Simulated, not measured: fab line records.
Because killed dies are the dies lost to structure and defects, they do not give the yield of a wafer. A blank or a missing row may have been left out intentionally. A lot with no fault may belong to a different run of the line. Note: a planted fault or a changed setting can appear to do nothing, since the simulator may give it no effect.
Which of the tools did it? | flow gf180mcu | 7 lots, 21 wafers sampled, at 2 steps of a route of 602

== WHAT THE GAUGES SHOWED, per wafer ==
GF_MIM_RS_MEAS_10: measurement is done with a four-point probe.
lot  | measured     | on            | MIM_ALCU_RS (ohm/sq)
L520 | day 25 00:55 | film-metro-01 | 0.1578 0.1564 0.1579
L522 | day 25 14:44 | film-metro-01 | 0.1631 0.1635 0.1604
L529 | day 27 14:58 | film-metro-02 | 0.1597 0.1617 0.1596
L531 | day 28 09:55 | film-metro-03 | 0.1624 0.1637 0.1616
L533 | day 29 02:11 | film-metro-02 | 0.1623 0.1606 0.1619
L536 | day 29 21:32 | film-metro-02 | 0.1577 0.1585 0.1583
L541 | day 31 01:33 | film-metro-02 | 0.1627 0.1631 0.1611

== TOOL THAT RAN EACH LOT (tool first, then ch and the chambers of the sampled wafers, then the start) ==
lot  | GF_MIM_SPUTTER_09
L520 | pvd-sputter-02, day 25 00:52
L522 | pvd-sputter-01, day 25 14:40
L529 | pvd-sputter-04, day 27 14:55
L531 | pvd-sputter-02, day 28 09:50
L533 | pvd-sputter-01, day 29 02:08
L536 | pvd-sputter-04, day 29 21:28
L541 | pvd-sputter-02, day 31 01:31
- GF_MIM_SPUTTER_09: material TiN, target thk 35 nm, time 29.2 s.

== THE ANSWER, worked out from the rows above alone ==
Rule: the usual values come from the lots themselves. Put in order of their means at a reading, lots are off if they are a third of the lots or fewer, leave a main group of 4 or more, and stand apart from it by a gap of 3 or more times the standard deviation of the main group's means; of several such gaps the widest counts. A main group whose means are all the same, to the digits that the tables above print for the reading, isn't used. A lot without any number at a reading at which 4 lots or more have one is off too. The other lots that the step has rows for count as sound.
No lot is off at any reading shown: from this, nothing can be told.

== WHAT THE SIMULATOR HAD PUT IN ==
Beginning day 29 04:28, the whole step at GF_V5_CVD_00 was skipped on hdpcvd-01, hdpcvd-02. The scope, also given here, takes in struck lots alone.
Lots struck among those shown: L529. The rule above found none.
